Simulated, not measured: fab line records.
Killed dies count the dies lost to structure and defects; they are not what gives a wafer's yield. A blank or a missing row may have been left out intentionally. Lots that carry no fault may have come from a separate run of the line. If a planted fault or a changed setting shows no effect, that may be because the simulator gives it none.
Which of the tools did it? + flow gf180mcu + 21 wafers from 7 lots sampled at 3 of the route's 602 steps

## WHAT THE GAUGES READ, wafer by wafer
GF_V5_RS_MEAS_24: measurement is done with a four-point probe.
| lot  | measured     | on           | V5_W_RS (ohm/sq)  |
|------|--------------|--------------|-------------------|
| L319 | day 28 03:25 | filmMetro-04 | 0.327 0.327 0.328 |
| L321 | day 28 16:44 | filmMetro-03 | 0.329 0.329 0.323 |
| L327 | day 30 09:56 | filmMetro-02 | 0.327 0.327 0.327 |
| L329 | day 30 22:03 | filmMetro-04 | 0.329 0.326 0.330 |
| L332 | day 31 16:37 | filmMetro-03 | 0.327 0.331 0.326 |
| L336 | day 32 20:19 | filmMetro-04 | 0.320 0.327 0.327 |
| L339 | day 33 08:43 | filmMetro-02 | 0.334 0.324 0.332 |

## WHAT TOOL EACH LOT RAN ON (gives the tool, then ch and the chambers of the sampled wafers, and finally the start)
| lot  | GF_POLY_GATE_STRIP_14               | GF_V5_CVD_23                 |
|------|-------------------------------------|------------------------------|
| L319 | plasmaAsher-01 ch 1, day 9 22:49    | cvdW-02 ch 1, day 28 03:11   |
| L321 | plasmaAsher-01 ch 0,1, day 10 11:47 | cvdW-02 ch 1, day 28 16:35   |
| L327 | plasmaAsher-01 ch 0,1, day 12 01:28 | cvdW-01 ch 0,1, day 30 09:50 |
| L329 | plasmaAsher-01 ch 0,1, day 12 17:58 | cvdW-01 ch 0,1, day 30 21:56 |
| L332 | plasmaAsher-02 ch 0, day 13 14:30   | cvdW-01 ch 0, day 31 16:29   |
| L336 | plasmaAsher-03 ch 0,1, day 14 23:22 | cvdW-01 ch 0,1, day 32 20:11 |
| L339 | plasmaAsher-02 ch 0,1, day 15 17:43 | cvdW-02 ch 0,1, day 33 08:36 |
- GF_POLY_GATE_STRIP_14: strips in O2/N2.
- GF_V5_CVD_23: deposits W, target thk 350 nm, time 104.9 s.

## THE ANSWER, worked out from the rows above alone
Rule: the usual values come from the lots themselves. Put in order of their means at a reading, lots are off if they are a third of the lots or fewer, leave a main group of 4 or more, and stand apart from it by a gap of 3 or more times the standard deviation of the main group's means; of several such gaps the widest counts. If all means in a main group match to the digits the tables above print for the reading, that group is not used. A lot without any number at a reading at which 4 lots or more have one is off too. Where the step has rows for the other lots, those lots are counted as sound.
Across all readings shown, no lot is off: no conclusion can be drawn from this.

## WHAT THE SIMULATOR HAD PUT IN
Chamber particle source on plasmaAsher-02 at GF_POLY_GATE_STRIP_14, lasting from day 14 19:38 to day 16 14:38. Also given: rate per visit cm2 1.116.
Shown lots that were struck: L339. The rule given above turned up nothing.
